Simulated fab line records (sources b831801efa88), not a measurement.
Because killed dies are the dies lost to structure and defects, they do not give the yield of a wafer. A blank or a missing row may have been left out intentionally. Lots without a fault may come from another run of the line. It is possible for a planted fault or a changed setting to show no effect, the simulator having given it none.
A lot that was struck, set against a sound lot	flow sky130	15 out of 708 route steps
Sound: the wafers L761.2, L761.4, L761.5. Struck: wafer L773.6 (left out: L773.4, a lot-mate that was not struck); the cause follows at the end.
At each step with rows: each side's tool, then ch and its chambers, then its first start. Under that, the readings that differ: sound wafers	struck wafers	difference of the means	sigmas: that difference in standard deviations of wafers without a fault.
alike: same words and numbers on both sides, and readings whose means sit less than 2 such deviations apart. not compared: any withheld reading, any reading some wafer has no value for, any bound like >300 that may hide the same value, and any number with overlapping values for which the record gives no deviation.
A row with sigmas, a row that says differs or no value, or rows on one side alone: a step with any of these is where the two part. Numbers that have no deviation but don't overlap get no sigmas and don't part them. A reading missing from all wafers of one side parts the sides only when that side holds two or more wafers.

first, 5 steps without rows for these wafers: SKY_LI_CONTACT_COAT_07 (resist thk 450 nm); SKY_LI_CONTACT_SOFTBAKE_08 (time 90 s); SKY_LI_CONTACT_EXPOSE_09 (exposes mask LICM1, target cd 170 nm); SKY_LI_CONTACT_PEB_10; SKY_LI_CONTACT_DEVELOP_11 (develop time 60 s).
SKY_LI_CONTACT_CD_MEAS_12: target cd 170 nm.
  sound on cd sem-01, day 29 06:45; struck on cd sem-02, day 33 06:01
  alike: cd nm
SKY_LI_CONTACT_OVL_MEAS_13:
  sound on overlay-02, day 29 06:52; struck on overlay-01, day 33 06:05
  alike: LI_CONTACT_OVL
SKY_LI_CONTACT_ETCH_14: etches BARC in N2/H2, stops on SiO2, time 45.9 s, target depth 60 nm.
  sound on rie diel-01 ch 0,1,3, day 29 06:53; struck on rie diel-02 ch 3, day 33 06:07
  alike: drypump motor current A, oes product au, throttle valve pct
  not compared: rf hours counter h
SKY_LI_CONTACT_ETCH_15: etches PSG in C4F8/O2/Ar, stops on Si, target depth 600 nm.
  sound on rie diel-01 ch 0,1,3, day 29 06:56; struck on rie diel-02 ch 3, day 33 06:09
  alike: oes product au
SKY_LI_CONTACT_STRIP_16: strips in O2/N2.
  sound on plasma asher-02 ch 0,1, day 29 07:01; struck on plasma asher-04 ch 0, day 33 06:16
reading	sound	struck	difference	sigmas
oes product au (a.u.)	0.374 0.381 0.375	0.367	-0.010	-2
  alike: drypump motor current A, strip time to endpoint s
  not compared: rf hours counter h
then, 2 steps without rows for these wafers: SKY_LI_CONTACT_CLEAN_17 (cleans in NMP, time 600 s); SKY_LI_CONTACT_PRE_CLEAN_18 (time 5.6 s).
SKY_LI_CONTACT_SPUTTER_19: material Ti, target thk 20 nm, time 106.37 s.
  sound on pvd sputter-02, day 29 07:19; struck on pvd sputter-02, day 33 06:32
reading	sound	struck	difference	sigmas
model.Ti_of_LI_CONTACT_SPUTTER_19.thk nm (nm)	20.5 20.48 20.45	17.13	-3.35	
  alike: throttle valve pct
SKY_LI_CONTACT_SPUTTER_20: material TiN, target thk 20 nm, time 80 s.
  sound on pvd sputter-02, day 29 07:23; struck on pvd sputter-02, day 33 06:37
  alike: throttle valve pct
-- here the record skips 16 days between the struck wafers' starts before and after, leaving off in module LI_CONTACT and picking up in module PAD_OPEN (first step shown: number 708 of the route) --
SKY_PAD_OPEN_PROBE_99:
  record: rows for the struck wafers here (prober-02, day 48 19:35), none for the sound ones

## WHERE THEY PART
At SKY_LI_CONTACT_STRIP_16 first; at SKY_PAD_OPEN_PROBE_99 last (within this record only).

WHY: what had been put in by the simulator
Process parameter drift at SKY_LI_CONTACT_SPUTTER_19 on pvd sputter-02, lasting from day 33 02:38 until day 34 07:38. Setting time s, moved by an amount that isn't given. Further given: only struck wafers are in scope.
